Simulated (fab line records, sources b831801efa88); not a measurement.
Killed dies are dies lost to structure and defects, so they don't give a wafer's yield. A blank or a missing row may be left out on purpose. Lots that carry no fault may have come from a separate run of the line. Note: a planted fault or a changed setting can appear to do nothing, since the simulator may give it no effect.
Chamber matching / flow gf180mcu / GF_PASSIVATION_CVD_00 on pecvd-02: 3 sister chambers
The step deposits SiO2 from TEOS, target thk 1000 nm, time 111.95 s. 6 wafers are shown with their chamber, then 8 later ones without.

## WAFERS WITH THEIR CHAMBER
wafer=L217.4; chamber=1; heater-power-w (W)=459; heater-power-outer-w (W)=271
wafer=L218.6; chamber=2; heater-power-w (W)=538; heater-power-outer-w (W)=290
wafer=L221.1; chamber=0; heater-power-w (W)=678; heater-power-outer-w (W)=400
wafer=L221.5; chamber=0; heater-power-w (W)=548; heater-power-outer-w (W)=299
wafer=L221.6; chamber=1; heater-power-w (W)=536; heater-power-outer-w (W)=328
wafer=L222.1; chamber=2; heater-power-w (W)=629; heater-power-outer-w (W)=362

## WAFERS WHOSE CHAMBER IS MISSING
wafer=L222.3; heater-power-w (W)=687; heater-power-outer-w (W)=407
wafer=L222.6; heater-power-w (W)=668; heater-power-outer-w (W)=397
wafer=L229.1; heater-power-w (W)=644; heater-power-outer-w (W)=382
wafer=L229.5; heater-power-w (W)=548; heater-power-outer-w (W)=297
wafer=L229.6; heater-power-w (W)=534; heater-power-outer-w (W)=292
wafer=L232.3; heater-power-w (W)=571; heater-power-outer-w (W)=310
wafer=L232.5; heater-power-w (W)=652; heater-power-outer-w (W)=351
wafer=L232.6; heater-power-w (W)=579; heater-power-outer-w (W)=360

## CHAMBER TAKEN BY EACH
wafer=L222.3; from the rows above=can't be placed: 0 or 2 or 1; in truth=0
wafer=L222.6; from the rows above=can't be placed: 0 or 2 or 1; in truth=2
wafer=L229.1; from the rows above=can't be placed: 0 or 2 or 1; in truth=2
wafer=L229.5; from the rows above=can't be placed: 1 or 2 or 0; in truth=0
wafer=L229.6; from the rows above=can't be placed: 1 or 2 or 0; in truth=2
wafer=L232.3; from the rows above=can't be placed: 2 or 0 or 1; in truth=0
wafer=L232.5; from the rows above=can't be placed: 0 or 2 or 1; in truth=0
wafer=L232.6; from the rows above=can't be placed: 0 or 2 or 1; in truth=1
Correct placement for 0 of the 8. Can't be placed from these rows: 8 (the true chamber is among the candidates in 8). 0 placed wrongly.
How it was worked out, from the rows above alone: a wafer's distance from a chamber is the root of the sum, over the readings, of the square of ((its reading less the chamber's mean) divided by the reading's scatter). If the next closest chamber is less than 2 further off than the closest, the wafer can't be placed; otherwise it belongs to the closest. A chamber's mean is the mean of its shown wafers. The scatter is the square root of a quotient: the sum, over the shown wafers, of each reading's squared deviation from its chamber's mean, divided by wafers minus chambers.
